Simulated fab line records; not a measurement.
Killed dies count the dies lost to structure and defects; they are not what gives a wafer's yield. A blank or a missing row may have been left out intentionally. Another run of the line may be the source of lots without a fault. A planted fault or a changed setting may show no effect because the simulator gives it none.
fab line records || flow gf180mcu || part 2 of 2: steps 24 to 34 of 34
record {"lots": 5, "wafers": 15, "lastDay": 33}
route steps=602 shown VT_IMPLANT@115 MVSD@136 NWELL@137 LVPWELL@138 MVPSD@139 DUAL_GATE@141
lots with no fault: from the same line, run without faults
startH: start of the lot's first displayed wafer, in hours after the record's first day || waitH: hours from the lot's prior step to this one || " unchanged from the row above || L1.1+2: a row that stands for several wafers || - no value, or no start was given || * or withheld: withheld || < > ~ a bound
route shown NAME@n: names a module that has steps shown in the file, with the first one's number in the route || usual: mean and standard deviation over wafers with no fault || same: alike in all rows || chamber/n: place in a boat || sites: readings site by site || _std_site: their standard deviation || _edge_site: inner sites' mean taken away from outer sites' mean || radiusMm: how far each site lies from the wafer's centre || mask NAME#n: copy n || behind: tool/chamber where the wafer was last shaped || hold: reason for holding the lot/hours on hold/outcome of the hold || device: the n, p or np transistor that did not switch || end of line: tests of these same wafers at the route's end || where a step has no rows: the recipe by itself || killed: dies that structure and defects cost at the first sort, which is not the same as the wafer's yield || map: per-die view of a wafer (x killed, . not killed, _ where there is no die)
set.NAME: the setting that was run; set.NAME@STEP: the one run at that earlier step || model.NAME: the simulator's own value behind a step, which no gauge read
certain route steps with their lots: each step a table, each wafer a row
services: a tool's chamber out of use, with start hour (startH, from the record's first day; less than 0 if before it), hours out, and reason
## steps
# step GF_VT_IMPLANT_RS_MEAS_48
# recipe {"thkMeasGauge": "four-point-probe"}
# usual {"LVPWELL_RS": "1197.3/2.8"}
{"lot.wafer": "L076.2", "tool": "filmMetro-02", "chamber": "-", "startH": 168.11, "waitH": 0.1, "LVPWELL_RS[ohm/sq]": 1198.7}
{"lot.wafer": "L076.5", "tool": "filmMetro-02", "chamber": "-", "startH": 168.11, "waitH": 0.1, "LVPWELL_RS[ohm/sq]": 1196.8}
{"lot.wafer": "L076.6", "tool": "filmMetro-02", "chamber": "-", "startH": 168.11, "waitH": 0.1, "LVPWELL_RS[ohm/sq]": 1197.4}
{"lot.wafer": "L077.1", "tool": "filmMetro-01", "chamber": "-", "startH": 173.55, "waitH": 0.1, "LVPWELL_RS[ohm/sq]": 1198.6}
{"lot.wafer": "L077.4", "tool": "filmMetro-01", "chamber": "-", "startH": 173.55, "waitH": 0.1, "LVPWELL_RS[ohm/sq]": 1201.0}
{"lot.wafer": "L077.6", "tool": "filmMetro-01", "chamber": "-", "startH": 173.55, "waitH": 0.1, "LVPWELL_RS[ohm/sq]": 1198.9}
{"lot.wafer": "L085.2", "tool": "filmMetro-03", "chamber": "-", "startH": 239.36, "waitH": 0.1, "LVPWELL_RS[ohm/sq]": 1197.4}
{"lot.wafer": "L085.4", "tool": "filmMetro-03", "chamber": "-", "startH": 239.36, "waitH": 0.1, "LVPWELL_RS[ohm/sq]": 1195.3}
{"lot.wafer": "L085.5", "tool": "filmMetro-03", "chamber": "-", "startH": 239.36, "waitH": 0.1, "LVPWELL_RS[ohm/sq]": 1196.4}
{"lot.wafer": "L093.2", "tool": "filmMetro-03", "chamber": "-", "startH": 288.87, "waitH": 0.1, "LVPWELL_RS[ohm/sq]": 1196.9}
{"lot.wafer": "L093.4", "tool": "filmMetro-03", "chamber": "-", "startH": 288.87, "waitH": 0.1, "LVPWELL_RS[ohm/sq]": 1198.5}
{"lot.wafer": "L093.5", "tool": "filmMetro-03", "chamber": "-", "startH": 288.87, "waitH": 0.1, "LVPWELL_RS[ohm/sq]": 1198.3}
{"lot.wafer": "L094.2", "tool": "filmMetro-03", "chamber": "-", "startH": 296.12, "waitH": 0.1, "LVPWELL_RS[ohm/sq]": 1196.8}
{"lot.wafer": "L094.3", "tool": "filmMetro-03", "chamber": "-", "startH": 296.12, "waitH": 0.1, "LVPWELL_RS[ohm/sq]": 1196.8}
{"lot.wafer": "L094.6", "tool": "filmMetro-03", "chamber": "-", "startH": 296.12, "waitH": 0.1, "LVPWELL_RS[ohm/sq]": 1197.3}
# step GF_VT_IMPLANT_RS_MEAS_49
# recipe {"thkMeasGauge": "four-point-probe"}
# usual {"MVPSD_RS": "1170/3.1"}
{"lot.wafer": "L076.2", "tool": "filmMetro-02", "chamber": "-", "startH": 168.23, "waitH": 0.1, "MVPSD_RS[ohm/sq]": 1166}
{"lot.wafer": "L076.5", "tool": "filmMetro-02", "chamber": "-", "startH": 168.23, "waitH": 0.1, "MVPSD_RS[ohm/sq]": 1171}
{"lot.wafer": "L076.6", "tool": "filmMetro-02", "chamber": "-", "startH": 168.23, "waitH": 0.1, "MVPSD_RS[ohm/sq]": 1166}
{"lot.wafer": "L077.1", "tool": "filmMetro-01", "chamber": "-", "startH": 173.67, "waitH": 0.1, "MVPSD_RS[ohm/sq]": 1170}
{"lot.wafer": "L077.4", "tool": "filmMetro-01", "chamber": "-", "startH": 173.67, "waitH": 0.1, "MVPSD_RS[ohm/sq]": 1169}
{"lot.wafer": "L077.6", "tool": "filmMetro-01", "chamber": "-", "startH": 173.67, "waitH": 0.1, "MVPSD_RS[ohm/sq]": 1171}
{"lot.wafer": "L085.2", "tool": "filmMetro-03", "chamber": "-", "startH": 239.48, "waitH": 0.1, "MVPSD_RS[ohm/sq]": 1168}
{"lot.wafer": "L085.4", "tool": "filmMetro-03", "chamber": "-", "startH": 239.48, "waitH": 0.1, "MVPSD_RS[ohm/sq]": 1170}
{"lot.wafer": "L085.5", "tool": "filmMetro-03", "chamber": "-", "startH": 239.48, "waitH": 0.1, "MVPSD_RS[ohm/sq]": 1169}
{"lot.wafer": "L093.2", "tool": "filmMetro-03", "chamber": "-", "startH": 288.99, "waitH": 0.1, "MVPSD_RS[ohm/sq]": 1170}
{"lot.wafer": "L093.4", "tool": "filmMetro-03", "chamber": "-", "startH": 288.99, "waitH": 0.1, "MVPSD_RS[ohm/sq]": 1172}
{"lot.wafer": "L093.5", "tool": "filmMetro-03", "chamber": "-", "startH": 288.99, "waitH": 0.1, "MVPSD_RS[ohm/sq]": 1170}
{"lot.wafer": "L094.2", "tool": "filmMetro-03", "chamber": "-", "startH": 296.24, "waitH": 0.1, "MVPSD_RS[ohm/sq]": 1167}
{"lot.wafer": "L094.3", "tool": "filmMetro-03", "chamber": "-", "startH": 296.24, "waitH": 0.1, "MVPSD_RS[ohm/sq]": 1170}
{"lot.wafer": "L094.6", "tool": "filmMetro-03", "chamber": "-", "startH": 296.24, "waitH": 0.1, "MVPSD_RS[ohm/sq]": 1167}
# step GF_VT_IMPLANT_WET_ETCH_50
# recipe {"chemistry": "dHF", "targetDepthNm": 20, "target": "SiO2", "tempC": 25, "dilution": "100:1", "timeS": 400}
{"lot.wafer": "L076.2+5+6", "tool": "wetBench-03", "chamber": 1, "startH": 168.33, "waitH": 0.1}
{"lot.wafer": "L077.1+4+6", "tool": "wetBench-02", "chamber": 1, "startH": 173.79, "waitH": 0.1}
{"lot.wafer": "L085.2+4+5", "tool": "wetBench-03", "chamber": 2, "startH": 239.58, "waitH": 0.1}
{"lot.wafer": "L093.2+4+5", "tool": "wetBench-04", "chamber": 1, "startH": 289.09, "waitH": 0.1}
{"lot.wafer": "L094.2+3+6", "tool": "wetBench-02", "chamber": 1, "startH": 296.34, "waitH": 0.1}
# step GF_DUAL_GATE_CLEAN_00
# recipe {"chemistry": "SC1/SC2", "mix": "1:4:20", "tempC": 70, "timeS": 150}
{"lot.wafer": "L076.2+5+6", "tool": "wetBench-02", "chamber": 3, "startH": 168.45, "waitH": 0.0}
{"lot.wafer": "L077.1+4+6", "tool": "wetBench-04", "chamber": 2, "startH": 173.91, "waitH": 0.0}
{"lot.wafer": "L085.2+4+5", "tool": "wetBench-02", "chamber": 3, "startH": 239.70, "waitH": 0.0}
{"lot.wafer": "L093.2+4+5", "tool": "wetBench-02", "chamber": 3, "startH": 289.20, "waitH": 0.0}
{"lot.wafer": "L094.2+3+6", "tool": "wetBench-04", "chamber": 3, "startH": 296.48, "waitH": 0.0}
# step GF_DUAL_GATE_CLEAN_01
# recipe {"chemistry": "dHF", "timeS": 20, "dilution": "100:1", "dry": "ipaMarangoni"}
{"lot.wafer": "L076.2+5+6", "tool": "wetBench-02", "chamber": 3, "startH": 168.50, "waitH": 0.0}
{"lot.wafer": "L077.1+4+6", "tool": "wetBench-03", "chamber": 1, "startH": 173.96, "waitH": 0.0}
{"lot.wafer": "L085.2+4+5", "tool": "wetBench-04", "chamber": 0, "startH": 239.75, "waitH": 0.0}
{"lot.wafer": "L093.2+4+5", "tool": "wetBench-04", "chamber": 1, "startH": 289.26, "waitH": 0.0}
{"lot.wafer": "L094.2+3+6", "tool": "wetBench-03", "chamber": 0, "startH": 296.54, "waitH": 0.0}
# step GF_DUAL_GATE_OXIDATION_02
# recipe {"tempC": 900, "ambient": "O2", "stabiliseS": 600, "purgeS": 300, "targetThkA": 108.87, "oxTimeS": 1602}
# usual {"spikeTcTopC": "910.6/1"}
{"lot.wafer": "L076.2", "tool": "furnace-02", "chamber": 0, "startH": 168.52, "waitH": 0.0, "spikeTcTopC": 910.6}
{"lot.wafer": "L076.5", "tool": "furnace-02", "chamber": 0, "startH": 168.52, "waitH": 0.0, "spikeTcTopC": 910.9}
{"lot.wafer": "L076.6", "tool": "furnace-02", "chamber": 0, "startH": 168.52, "waitH": 0.0, "spikeTcTopC": 910.0}
{"lot.wafer": "L077.1", "tool": "furnace-02", "chamber": 0, "startH": 174.00, "waitH": 0.0, "spikeTcTopC": 910.1}
{"lot.wafer": "L077.4", "tool": "furnace-02", "chamber": 0, "startH": 174.00, "waitH": 0.0, "spikeTcTopC": 910.2}
{"lot.wafer": "L077.6", "tool": "furnace-02", "chamber": 0, "startH": 174.00, "waitH": 0.0, "spikeTcTopC": 909.7}
{"lot.wafer": "L085.2", "tool": "furnace-01", "chamber": 0, "startH": 240.34, "waitH": 0.6, "spikeTcTopC": 910.9}
{"lot.wafer": "L085.4", "tool": "furnace-01", "chamber": 0, "startH": 240.34, "waitH": 0.6, "spikeTcTopC": 910.8}
{"lot.wafer": "L085.5", "tool": "furnace-01", "chamber": 0, "startH": 240.34, "waitH": 0.6, "spikeTcTopC": 912.7}
{"lot.wafer": "L093.2", "tool": "furnace-02", "chamber": 0, "startH": 289.28, "waitH": 0.0, "spikeTcTopC": 912.2}
{"lot.wafer": "L093.4", "tool": "furnace-02", "chamber": 0, "startH": 289.28, "waitH": 0.0, "spikeTcTopC": 911.3}
{"lot.wafer": "L093.5", "tool": "furnace-02", "chamber": 0, "startH": 289.28, "waitH": 0.0, "spikeTcTopC": 911.7}
{"lot.wafer": "L094.2", "tool": "furnace-02", "chamber": 0, "startH": 296.55, "waitH": 0.0, "spikeTcTopC": 910.4}
{"lot.wafer": "L094.3", "tool": "furnace-02", "chamber": 0, "startH": 296.55, "waitH": 0.0, "spikeTcTopC": 910.9}
{"lot.wafer": "L094.6", "tool": "furnace-02", "chamber": 0, "startH": 296.55, "waitH": 0.0, "spikeTcTopC": 909.6}
# step GF_DUAL_GATE_THK_MEAS_03
# recipe {"reads": "SiO2_of_DUAL_GATE_OXIDATION_02"}
# usual {"DUAL_GATE_OXIDATION_00_THK": "10.79/0.19"}
{"lot.wafer": "L076.2", "tool": "filmMetro-01", "chamber": "-", "startH": 169.97, "waitH": 0.0, "DUAL_GATE_OXIDATION_00_THK[nm]": 10.66}
{"lot.wafer": "L076.5", "tool": "filmMetro-01", "chamber": "-", "startH": 169.97, "waitH": 0.0, "DUAL_GATE_OXIDATION_00_THK[nm]": 10.84}
{"lot.wafer": "L076.6", "tool": "filmMetro-01", "chamber": "-", "startH": 169.97, "waitH": 0.0, "DUAL_GATE_OXIDATION_00_THK[nm]": 10.83}
{"lot.wafer": "L077.1", "tool": "filmMetro-04", "chamber": "-", "startH": 175.44, "waitH": 0.0, "DUAL_GATE_OXIDATION_00_THK[nm]": 10.43}
{"lot.wafer": "L077.4", "tool": "filmMetro-04", "chamber": "-", "startH": 175.44, "waitH": 0.0, "DUAL_GATE_OXIDATION_00_THK[nm]": 10.58}
{"lot.wafer": "L077.6", "tool": "filmMetro-04", "chamber": "-", "startH": 175.44, "waitH": 0.0, "DUAL_GATE_OXIDATION_00_THK[nm]": 10.42}
{"lot.wafer": "L085.2", "tool": "filmMetro-01", "chamber": "-", "startH": 241.79, "waitH": 0.0, "DUAL_GATE_OXIDATION_00_THK[nm]": 10.78}
{"lot.wafer": "L085.4", "tool": "filmMetro-01", "chamber": "-", "startH": 241.79, "waitH": 0.0, "DUAL_GATE_OXIDATION_00_THK[nm]": 10.71}
{"lot.wafer": "L085.5", "tool": "filmMetro-01", "chamber": "-", "startH": 241.79, "waitH": 0.0, "DUAL_GATE_OXIDATION_00_THK[nm]": 10.64}
{"lot.wafer": "L093.2", "tool": "filmMetro-03", "chamber": "-", "startH": 290.73, "waitH": 0.0, "DUAL_GATE_OXIDATION_00_THK[nm]": 10.50}
{"lot.wafer": "L093.4", "tool": "filmMetro-03", "chamber": "-", "startH": 290.73, "waitH": 0.0, "DUAL_GATE_OXIDATION_00_THK[nm]": 10.63}
{"lot.wafer": "L093.5", "tool": "filmMetro-03", "chamber": "-", "startH": 290.73, "waitH": 0.0, "DUAL_GATE_OXIDATION_00_THK[nm]": 10.44}
{"lot.wafer": "L094.2", "tool": "filmMetro-04", "chamber": "-", "startH": 298.01, "waitH": 0.0, "DUAL_GATE_OXIDATION_00_THK[nm]": 10.77}
{"lot.wafer": "L094.3", "tool": "filmMetro-04", "chamber": "-", "startH": 298.01, "waitH": 0.0, "DUAL_GATE_OXIDATION_00_THK[nm]": 10.74}
{"lot.wafer": "L094.6", "tool": "filmMetro-04", "chamber": "-", "startH": 298.01, "waitH": 0.0, "DUAL_GATE_OXIDATION_00_THK[nm]": 10.84}
# step GF_DUAL_GATE_DEHYDRATE_04
# recipe {"tempC": 200, "timeS": 60}
# usual {"exhaustPa": "44.9/0.96", "resistLineTempC": "23.00/0.11"}
{"lot.wafer": "L076.2", "tool": "lithoTrack-01", "chamber": 0, "startH": 177.38, "waitH": 7.4, "exhaustPa": 44.2, "resistLineTempC": 23.23}
{"lot.wafer": "L076.5", "tool": "lithoTrack-01", "chamber": 0, "startH": 177.38, "waitH": 7.4, "exhaustPa": 44.4, "resistLineTempC": 23.08}
{"lot.wafer": "L076.6", "tool": "lithoTrack-01", "chamber": 0, "startH": 177.38, "waitH": 7.4, "exhaustPa": 44.3, "resistLineTempC": 23.07}
{"lot.wafer": "L077.1", "tool": "lithoTrack-01", "chamber": 0, "startH": 183.00, "waitH": 7.5, "exhaustPa": 45.8, "resistLineTempC": 22.97}
{"lot.wafer": "L077.4", "tool": "lithoTrack-01", "chamber": 0, "startH": 183.00, "waitH": 7.5, "exhaustPa": 45.2, "resistLineTempC": 23.20}
{"lot.wafer": "L077.6", "tool": "lithoTrack-01", "chamber": 0, "startH": 183.00, "waitH": 7.5, "exhaustPa": 45.1, "resistLineTempC": 22.84}
{"lot.wafer": "L085.2", "tool": "lithoTrack-01", "chamber": 0, "startH": 250.18, "waitH": 8.4, "exhaustPa": 44.9, "resistLineTempC": 23.03}
{"lot.wafer": "L085.4", "tool": "lithoTrack-01", "chamber": 0, "startH": 250.18, "waitH": 8.4, "exhaustPa": 45.8, "resistLineTempC": 23.05}
{"lot.wafer": "L085.5", "tool": "lithoTrack-01", "chamber": 0, "startH": 250.18, "waitH": 8.4, "exhaustPa": 45.5, "resistLineTempC": 23.01}
{"lot.wafer": "L093.2", "tool": "lithoTrack-01", "chamber": 0, "startH": 300.48, "waitH": 9.7, "exhaustPa": 44.0, "resistLineTempC": 22.90}
{"lot.wafer": "L093.4", "tool": "lithoTrack-01", "chamber": 0, "startH": 300.48, "waitH": 9.7, "exhaustPa": 45.6, "resistLineTempC": 22.73}
{"lot.wafer": "L093.5", "tool": "lithoTrack-01", "chamber": 0, "startH": 300.48, "waitH": 9.7, "exhaustPa": 45.5, "resistLineTempC": 22.91}
{"lot.wafer": "L094.2", "tool": "lithoTrack-04", "chamber": 0, "startH": 307.18, "waitH": 9.2, "exhaustPa": 43.9, "resistLineTempC": 22.86}
{"lot.wafer": "L094.3", "tool": "lithoTrack-04", "chamber": 0, "startH": 307.18, "waitH": 9.2, "exhaustPa": 43.7, "resistLineTempC": 22.98}
{"lot.wafer": "L094.6", "tool": "lithoTrack-04", "chamber": 0, "startH": 307.18, "waitH": 9.2, "exhaustPa": 43.4, "resistLineTempC": 23.00}
# step GF_DUAL_GATE_HMDS_05
# recipe {"primeTimeS": 60, "primeTempC": 120}
# usual {"exhaustPa": "44.8/0.84", "primeTempC": "120.01/0.14", "resistLineTempC": "23.01/0.087"}
# same {"primeTimeS": 60}
{"lot.wafer": "L076.2", "tool": "lithoTrack-01", "chamber": 0, "startH": 177.53, "waitH": 0.1, "exhaustPa": 45.1, "primeTempC": 119.96, "resistLineTempC": 22.88}
{"lot.wafer": "L076.5", "tool": "lithoTrack-01", "chamber": 0, "startH": 177.53, "waitH": 0.1, "exhaustPa": 46.7, "primeTempC": 119.88, "resistLineTempC": 22.78}
{"lot.wafer": "L076.6", "tool": "lithoTrack-01", "chamber": 0, "startH": 177.53, "waitH": 0.1, "exhaustPa": 45.6, "primeTempC": 119.96, "resistLineTempC": 22.93}
{"lot.wafer": "L077.1", "tool": "lithoTrack-01", "chamber": 0, "startH": 183.15, "waitH": 0.1, "exhaustPa": 44.5, "primeTempC": 119.92, "resistLineTempC": 22.92}
{"lot.wafer": "L077.4", "tool": "lithoTrack-01", "chamber": 0, "startH": 183.15, "waitH": 0.1, "exhaustPa": 44.5, "primeTempC": 120.09, "resistLineTempC": 23.05}
{"lot.wafer": "L077.6", "tool": "lithoTrack-01", "chamber": 0, "startH": 183.15, "waitH": 0.1, "exhaustPa": 44.9, "primeTempC": 120.11, "resistLineTempC": 23.06}
{"lot.wafer": "L085.2", "tool": "lithoTrack-01", "chamber": 0, "startH": 250.33, "waitH": 0.1, "exhaustPa": 43.9, "primeTempC": 120.11, "resistLineTempC": 22.86}
{"lot.wafer": "L085.4", "tool": "lithoTrack-01", "chamber": 0, "startH": 250.33, "waitH": 0.1, "exhaustPa": 43.7, "primeTempC": 120.16, "resistLineTempC": 22.89}
{"lot.wafer": "L085.5", "tool": "lithoTrack-01", "chamber": 0, "startH": 250.33, "waitH": 0.1, "exhaustPa": 44.4, "primeTempC": 120.18, "resistLineTempC": 22.91}
{"lot.wafer": "L093.2", "tool": "lithoTrack-01", "chamber": 0, "startH": 300.63, "waitH": 0.1, "exhaustPa": 44.5, "primeTempC": 119.82, "resistLineTempC": 23.04}
{"lot.wafer": "L093.4", "tool": "lithoTrack-01", "chamber": 0, "startH": 300.63, "waitH": 0.1, "exhaustPa": 45.1, "primeTempC": 119.96, "resistLineTempC": 22.99}
{"lot.wafer": "L093.5", "tool": "lithoTrack-01", "chamber": 0, "startH": 300.63, "waitH": 0.1, "exhaustPa": 43.9, "primeTempC": 119.71, "resistLineTempC": 23.13}
{"lot.wafer": "L094.2", "tool": "lithoTrack-04", "chamber": 0, "startH": 307.33, "waitH": 0.1, "exhaustPa": 45.6, "primeTempC": 119.81, "resistLineTempC": 23.19}
{"lot.wafer": "L094.3", "tool": "lithoTrack-04", "chamber": 0, "startH": 307.33, "waitH": 0.1, "exhaustPa": 43.4, "primeTempC": 119.85, "resistLineTempC": 23.07}
{"lot.wafer": "L094.6", "tool": "lithoTrack-04", "chamber": 0, "startH": 307.33, "waitH": 0.1, "exhaustPa": 45.9, "primeTempC": 119.95, "resistLineTempC": 23.05}
# step GF_DUAL_GATE_COAT_06
# recipe {"resist": "NOVOLAK", "spinRpm": 3000, "resistThkNm": 1000}
# usual {"exhaustPa": "45.1/0.77", "resistLineTempC": "23.01/0.11"}
{"lot.wafer": "L076.2", "tool": "lithoTrack-01", "chamber": 0, "startH": 177.68, "waitH": 0.1, "exhaustPa": 44.9, "resistLineTempC": 22.83}
{"lot.wafer": "L076.5", "tool": "lithoTrack-01", "chamber": 0, "startH": 177.68, "waitH": 0.1, "exhaustPa": 44.8, "resistLineTempC": 23.00}
{"lot.wafer": "L076.6", "tool": "lithoTrack-01", "chamber": 0, "startH": 177.68, "waitH": 0.1, "exhaustPa": 45.1, "resistLineTempC": 22.87}
{"lot.wafer": "L077.1", "tool": "lithoTrack-01", "chamber": 0, "startH": 183.30, "waitH": 0.1, "exhaustPa": 45.1, "resistLineTempC": 23.05}
{"lot.wafer": "L077.4", "tool": "lithoTrack-01", "chamber": 0, "startH": 183.30, "waitH": 0.1, "exhaustPa": 46.1, "resistLineTempC": 23.20}
{"lot.wafer": "L077.6", "tool": "lithoTrack-01", "chamber": 0, "startH": 183.30, "waitH": 0.1, "exhaustPa": 45.7, "resistLineTempC": 23.04}
{"lot.wafer": "L085.2", "tool": "lithoTrack-01", "chamber": 0, "startH": 250.48, "waitH": 0.1, "exhaustPa": 44.2, "resistLineTempC": 23.14}
{"lot.wafer": "L085.4", "tool": "lithoTrack-01", "chamber": 0, "startH": 250.48, "waitH": 0.1, "exhaustPa": 45.5, "resistLineTempC": 23.02}
{"lot.wafer": "L085.5", "tool": "lithoTrack-01", "chamber": 0, "startH": 250.48, "waitH": 0.1, "exhaustPa": 45.9, "resistLineTempC": 23.11}
{"lot.wafer": "L093.2", "tool": "lithoTrack-01", "chamber": 0, "startH": 300.78, "waitH": 0.1, "exhaustPa": 45.4, "resistLineTempC": 22.96}
{"lot.wafer": "L093.4", "tool": "lithoTrack-01", "chamber": 0, "startH": 300.78, "waitH": 0.1, "exhaustPa": 45.3, "resistLineTempC": 22.96}
{"lot.wafer": "L093.5", "tool": "lithoTrack-01", "chamber": 0, "startH": 300.78, "waitH": 0.1, "exhaustPa": 44.7, "resistLineTempC": 22.74}
{"lot.wafer": "L094.2", "tool": "lithoTrack-04", "chamber": 0, "startH": 307.48, "waitH": 0.1, "exhaustPa": 45.3, "resistLineTempC": 22.97}
{"lot.wafer": "L094.3", "tool": "lithoTrack-04", "chamber": 0, "startH": 307.48, "waitH": 0.1, "exhaustPa": 45.8, "resistLineTempC": 23.02}
{"lot.wafer": "L094.6", "tool": "lithoTrack-04", "chamber": 0, "startH": 307.48, "waitH": 0.1, "exhaustPa": 45.8, "resistLineTempC": 23.11}
# step GF_DUAL_GATE_SOFTBAKE_07
# recipe {"tempC": 90, "timeS": 60, "resist": "NOVOLAK"}
# usual {"exhaustPa": "45.1/0.9", "resistLineTempC": "22.99/0.097"}
{"lot.wafer": "L076.2", "tool": "lithoTrack-01", "chamber": 0, "startH": 177.83, "waitH": 0.1, "exhaustPa": 45.2, "resistLineTempC": 22.87}
{"lot.wafer": "L076.5", "tool": "lithoTrack-01", "chamber": 0, "startH": 177.83, "waitH": 0.1, "exhaustPa": 45.4, "resistLineTempC": 22.94}
{"lot.wafer": "L076.6", "tool": "lithoTrack-01", "chamber": 0, "startH": 177.83, "waitH": 0.1, "exhaustPa": 43.8, "resistLineTempC": 22.94}
{"lot.wafer": "L077.1", "tool": "lithoTrack-01", "chamber": 0, "startH": 183.45, "waitH": 0.1, "exhaustPa": 46.0, "resistLineTempC": 23.13}
{"lot.wafer": "L077.4", "tool": "lithoTrack-01", "chamber": 0, "startH": 183.45, "waitH": 0.1, "exhaustPa": 46.4, "resistLineTempC": 23.13}
{"lot.wafer": "L077.6", "tool": "lithoTrack-01", "chamber": 0, "startH": 183.45, "waitH": 0.1, "exhaustPa": 45.8, "resistLineTempC": 22.95}
{"lot.wafer": "L085.2", "tool": "lithoTrack-01", "chamber": 0, "startH": 250.63, "waitH": 0.1, "exhaustPa": 44.7, "resistLineTempC": 22.86}
{"lot.wafer": "L085.4", "tool": "lithoTrack-01", "chamber": 0, "startH": 250.63, "waitH": 0.1, "exhaustPa": 45.8, "resistLineTempC": 23.07}
{"lot.wafer": "L085.5", "tool": "lithoTrack-01", "chamber": 0, "startH": 250.63, "waitH": 0.1, "exhaustPa": 43.9, "resistLineTempC": 22.99}
{"lot.wafer": "L093.2", "tool": "lithoTrack-01", "chamber": 0, "startH": 300.93, "waitH": 0.1, "exhaustPa": 45.8, "resistLineTempC": 22.77}
{"lot.wafer": "L093.4", "tool": "lithoTrack-01", "chamber": 0, "startH": 300.93, "waitH": 0.1, "exhaustPa": 45.1, "resistLineTempC": 22.82}
{"lot.wafer": "L093.5", "tool": "lithoTrack-01", "chamber": 0, "startH": 300.93, "waitH": 0.1, "exhaustPa": 46.1, "resistLineTempC": 22.98}
{"lot.wafer": "L094.2", "tool": "lithoTrack-04", "chamber": 0, "startH": 307.63, "waitH": 0.1, "exhaustPa": 44.4, "resistLineTempC": 23.12}
{"lot.wafer": "L094.3", "tool": "lithoTrack-04", "chamber": 0, "startH": 307.63, "waitH": 0.1, "exhaustPa": 44.3, "resistLineTempC": 22.98}
{"lot.wafer": "L094.6", "tool": "lithoTrack-04", "chamber": 0, "startH": 307.63, "waitH": 0.1, "exhaustPa": 44.8, "resistLineTempC": 23.04}
## services
{"tool": "plasmaAsher-01", "chamber": "-", "startH": 123.77, "hours": 2.8, "kind": "pm"}
{"tool": "rtpAnneal-01", "chamber": "-", "startH": 150.51, "hours": 3.3, "kind": "pm"}
{"tool": "implanter-02", "chamber": "-", "startH": 164.08, "hours": 2.5, "kind": "repair"}
{"tool": "plasmaAsher-03", "chamber": "-", "startH": 164.94, "hours": 0.5, "kind": "repair"}
{"tool": "ilineStepper-02", "chamber": "-", "startH": 167.66, "hours": 7.3, "kind": "repair"}
{"tool": "plasmaAsher-03", "chamber": "-", "startH": 182.87, "hours": 0.6, "kind": "repair"}
{"tool": "implanter-02", "chamber": "-", "startH": 194.51, "hours": 0.9, "kind": "repair"}
{"tool": "implanter-02", "chamber": "-", "startH": 196.59, "hours": 2.2, "kind": "repair"}
{"tool": "ilineStepper-02", "chamber": "-", "startH": 204.15, "hours": 11.6, "kind": "repair"}
{"tool": "implanter-04", "chamber": "-", "startH": 206.77, "hours": 3.4, "kind": "repair"}
{"tool": "implanter-01", "chamber": "-", "startH": 208.50, "hours": 2.6, "kind": "repair"}
{"tool": "plasmaAsher-03", "chamber": "-", "startH": 224.04, "hours": 1.9, "kind": "repair"}
{"tool": "ilineStepper-01", "chamber": "-", "startH": 233.81, "hours": 3.3, "kind": "repair"}
{"tool": "implanter-01", "chamber": "-", "startH": 239.51, "hours": 0.5, "kind": "repair"}
{"tool": "furnace-01", "chamber": "-", "startH": 255.45, "hours": 4.1, "kind": "pm"}
{"tool": "implanter-02", "chamber": "-", "startH": 256.45, "hours": 2.7, "kind": "repair"}
{"tool": "implanter-04", "chamber": "-", "startH": 258.26, "hours": 3.8, "kind": "pm"}
{"tool": "ilineStepper-01", "chamber": "-", "startH": 261.10, "hours": 1.7, "kind": "pm"}
{"tool": "plasmaAsher-02", "chamber": "-", "startH": 267.96, "hours": 10.7, "kind": "repair"}
{"tool": "furnace-01", "chamber": "-", "startH": 272.82, "hours": 3.8, "kind": "pm"}
{"tool": "implanter-01", "chamber": "-", "startH": 276.68, "hours": 3.6, "kind": "pm"}
{"tool": "ilineStepper-02", "chamber": "-", "startH": 278.55, "hours": 1.7, "kind": "pm"}
{"tool": "furnace-02", "chamber": "-", "startH": 283.92, "hours": 3.1, "kind": "pm"}
{"tool": "wetBench-03", "chamber": "-", "startH": 305.33, "hours": 1.9, "kind": "pm"}
